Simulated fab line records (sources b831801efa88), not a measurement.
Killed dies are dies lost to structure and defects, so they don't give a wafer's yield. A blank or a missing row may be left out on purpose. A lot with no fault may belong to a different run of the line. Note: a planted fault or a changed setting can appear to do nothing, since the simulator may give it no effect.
What tool caused it?    flow sky130    11 lots with 33 wafers sampled at 6 steps, on a route of 708 steps

== WHAT THE GAUGES SHOWED, per wafer ==
SKY_SONOS_ONO_OVL_MEAS_14. Usual: SONOS_ONO_OVL gives -0.1 nm (standard deviation 1.3).
lot   measured      on          SONOS_ONO_OVL (nm)  flag
L902  day 14 06:20  overlay-02  -2.4 -3.5 -0.4      
L904  day 14 20:43  overlay-01  -0.9 -1.2 0.4       
L906  day 15 03:44  overlay-01  1.9 -0.9 0.0        
L907  day 15 15:16  overlay-01  -0.1 0.3 -0.5       
L908  day 15 19:05  overlay-01  -1.1 -1.3 -1.2      
L909  day 16 07:21  overlay-01  -3.2 0.0 -1.0       
L913  day 17 16:53  overlay-01  -0.9 1.9 1.4        
L914  day 17 23:52  overlay-02  -0.8 1.3 0.7        
L915  day 18 01:43  overlay-02  -0.8 -1.4 0.1       
L916  day 18 09:47  overlay-01  -3.7 -0.1 0.7       
L922  day 20 18:26  overlay-01  -0.1 -0.8 -1.3      

SKY_GATE_OXIDE_THK_MEAS_02. Usual: GATE_OXIDE_OXIDATION_00_THK gives 10.22 nm (standard deviation 0.17).
lot   measured      on            GATE_OXIDE_OXIDATION_00_THK (nm)  flag
L902  day 14 09:25  filmMetro-03  10.24 10.43 10.39                 
L904  day 14 23:38  filmMetro-03  10.13 10.20 10.05                 
L906  day 15 06:37  filmMetro-04  9.94 9.89 9.84                    
L907  day 15 19:08  filmMetro-04  10.07 10.03 10.13                 
L908  day 15 21:48  filmMetro-03  10.15 10.39 9.96                  
L909  day 16 09:07  filmMetro-04  10.03 10.26 10.13                 
L913  day 17 19:42  filmMetro-04  10.44 10.27 10.16                 
L914  day 18 02:08  filmMetro-03  10.18 10.43 10.51                 
L915  day 18 04:43  filmMetro-03  10.30 10.46 10.05                 
L916  day 18 13:16  filmMetro-03  10.13 10.10 10.13                 
L922  day 20 20:12  filmMetro-03  10.44 10.23 10.30                 

SKY_POLY_GATE_THK_MEAS_04. Usual: POLY_GATE_CVD_03_THK gives 75.4 nm (standard deviation 0.69).
lot   measured      on            POLY_GATE_CVD_03_THK (nm)  flag
L902  day 16 21:19  filmMetro-03  75.6 75.9 75.6             
L904  day 17 13:21  filmMetro-01  75.6 76.8 76.3             
L906  day 17 23:13  filmMetro-03  76.4 76.1 76.7             
L907  day 18 11:47  filmMetro-01  75.5 75.3 75.7             
L908  day 18 17:10  filmMetro-01  75.3 75.6 75.6             
L909  day 19 01:42  filmMetro-02  75.2 75.3 75.5             
L913  day 20 12:43  filmMetro-01  74.6 74.8 74.6             
L914  day 20 20:57  filmMetro-02  75.4 74.8 75.4             
L915  day 20 23:43  filmMetro-01  74.7 74.4 75.3             
L916  day 21 08:35  filmMetro-03  76.1 75.5 76.0             
L922  day 23 14:48  filmMetro-02  75.9 75.4 75.3             

SKY_LDD_N_TW_MEAS_17. Usual: LDD_N_TW gives 2579 (standard deviation 23).
lot   measured      on            LDD_N_TW        flag
L902  day 19 15:27  filmMetro-03  2596 2596 2596  
L904  day 20 04:37  filmMetro-02  2557 2562 2554  
L906  day 20 15:00  filmMetro-04  2598 2599 2599  
L907  day 21 05:50  filmMetro-02  2564 2555 2566  
L908  day 21 09:22  filmMetro-02  2566 2565 2558  
L909  day 21 19:22  filmMetro-03  2585 2576 2586  
L913  day 23 05:39  filmMetro-02  2547 2539 2535  
L914  day 23 13:02  filmMetro-04  2609 2610 2608  
L915  day 23 16:01  filmMetro-03  3055 3063 3079  OFF
L916  day 23 23:55  filmMetro-02  2988 3007 3005  OFF
L922  day 26 05:54  filmMetro-03  2572 2583 2575  

== WHICH TOOL RAN EACH LOT (tool, then ch and the chambers of the sampled wafers, then the start) ==
lot   SKY_LDD_N_IMPLANT_08             SKY_LDD_N_STRIP_16
L902  implanter-02 ch 0, day 19 14:09  plasmaAsher-01 ch 0,1, day 19 15:21
L904  implanter-03 ch 0, day 20 03:21  plasmaAsher-04 ch 0,1, day 20 04:32
L906  implanter-03 ch 0, day 20 13:42  plasmaAsher-02 ch 0,1, day 20 14:54
L907  implanter-04 ch 0, day 21 04:34  plasmaAsher-04 ch 0,1, day 21 05:44
L908  implanter-02 ch 0, day 21 08:04  plasmaAsher-04 ch 0,1, day 21 09:16
L909  implanter-03 ch 0, day 21 18:04  plasmaAsher-01 ch 0,1, day 21 19:16
L913  implanter-03 ch 0, day 23 04:21  plasmaAsher-02 ch 0,1, day 23 05:33
L914  implanter-02 ch 0, day 23 11:44  plasmaAsher-01 ch 0, day 23 12:56
L915  implanter-03 ch 0, day 23 14:44  plasmaAsher-04 ch 0,1, day 23 15:55
L916  implanter-03 ch 0, day 23 22:37  plasmaAsher-02 ch 0,1, day 23 23:49
L922  implanter-04 ch 0, day 26 04:36  plasmaAsher-01 ch 0,1, day 26 05:48
- SKY_LDD_N_IMPLANT_08
- SKY_LDD_N_STRIP_16: strips in O2/N2.

== WHAT THE TOOLS THEMSELVES READ (means of the sampled wafers that have a number; where no wafer has one, the mark that the record gives instead) ==
SKY_LDD_N_IMPLANT_08. Usual: beamOnS 10.00 s, standard deviation 0.22; doseIonsCm2 7.499e+13, standard deviation 8.4e+10; faradayCurrentUA 423, standard deviation 9.1.
lot   tool          beamOnS (s)  doseIonsCm2  faradayCurrentUA  flag
L902  implanter-02  9.99         7.501e+13    423               
L904  implanter-03  10.04        7.502e+13    421               
L906  implanter-03  10.04        7.505e+13    422               
L907  implanter-04  10.15        7.507e+13    417               
L908  implanter-02  10.06        7.508e+13    421               
L909  implanter-03  10.07        7.496e+13    421               
L913  implanter-03  9.74         7.504e+13    433               
L914  implanter-02  10.15        7.514e+13    417               
L915  implanter-03  78.19        9.031e+14    651               OFF
L916  implanter-03  79.05        9.028e+14    645               OFF
L922  implanter-04  9.86         7.494e+13    428               

SKY_LDD_N_STRIP_16. Usual: drypumpMotorCurrentA 5.7 A, standard deviation 0.4; oesProductAu 0.407 a.u., standard deviation 0.0044; stripTimeToEndpointS 4.317 s, standard deviation 0.015.
lot   tool            drypumpMotorCurrentA (A)  oesProductAu (a.u.)  stripTimeToEndpointS (s)  flag
L902  plasmaAsher-01  5.7                       0.406                4.319                     
L904  plasmaAsher-04  5.5                       0.406                4.314                     
L906  plasmaAsher-02  5.6                       0.407                4.289                     
L907  plasmaAsher-04  5.5                       0.408                4.320                     
L908  plasmaAsher-04  5.4                       0.411                4.313                     
L909  plasmaAsher-01  5.7                       0.411                4.315                     
L913  plasmaAsher-02  6.0                       0.407                4.292                     
L914  plasmaAsher-01  5.8                       0.409                4.314                     
L915  plasmaAsher-04  5.4                       0.407                5.950                     OFF
L916  plasmaAsher-02  5.6                       0.402                5.959                     OFF
L922  plasmaAsher-01  5.8                       0.411                4.331                     

== THE ANSWER, worked out from the rows above alone ==
Rule: a lot is off if the mean of its wafers that have a number lies more than 3 standard deviations from the usual mean. A lot without any number at a reading at which 4 lots or more have one is off too. The other lots that the step has rows for count as sound. The gauges are gone through in route order, then the tools' own readings, and for those a lot's mean is taken as printed above. The first step at which some lot is off is used, and at that step the reading that is off furthest; a lot without a number counts as furthest.
Off: L915, L916, seen at SKY_LDD_N_TW_MEAS_17 (LDD_N_TW).
A tool fits if, at a process step before that reading, it ran every lot that is off, and no sound lot after the first of them. Not tried: the gauges at SKY_LDD_N_TW_MEAS_17; whatever is off there is also off at SKY_LDD_N_IMPLANT_08, on other tools, and gauge error can't account for it. One fits: SKY_LDD_N_IMPLANT_08 on implanter-03. Its last sound lot is L913 (day 23 04:21), its first lot that is off L915 (day 23 14:44): a fault that began between those two fits.
The tool's own readings at SKY_LDD_N_IMPLANT_08 bear it out: on the lots that are off they differ by more than 5 times the standard deviation of the sound lots' means. beamOnS reads 78.62 s there against 10.01 s on the sound lots; doseIonsCm2 reads 9.030e+14 there against 7.503e+13 on the sound lots; faradayCurrentUA reads 648 there against 423 on the sound lots.

== WHAT THE SIMULATOR PUT IN ==
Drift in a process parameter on implanter-03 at SKY_LDD_N_IMPLANT_08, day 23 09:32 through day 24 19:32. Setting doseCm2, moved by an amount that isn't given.
Struck lots among those shown: L915, L916. The rule above found the same.
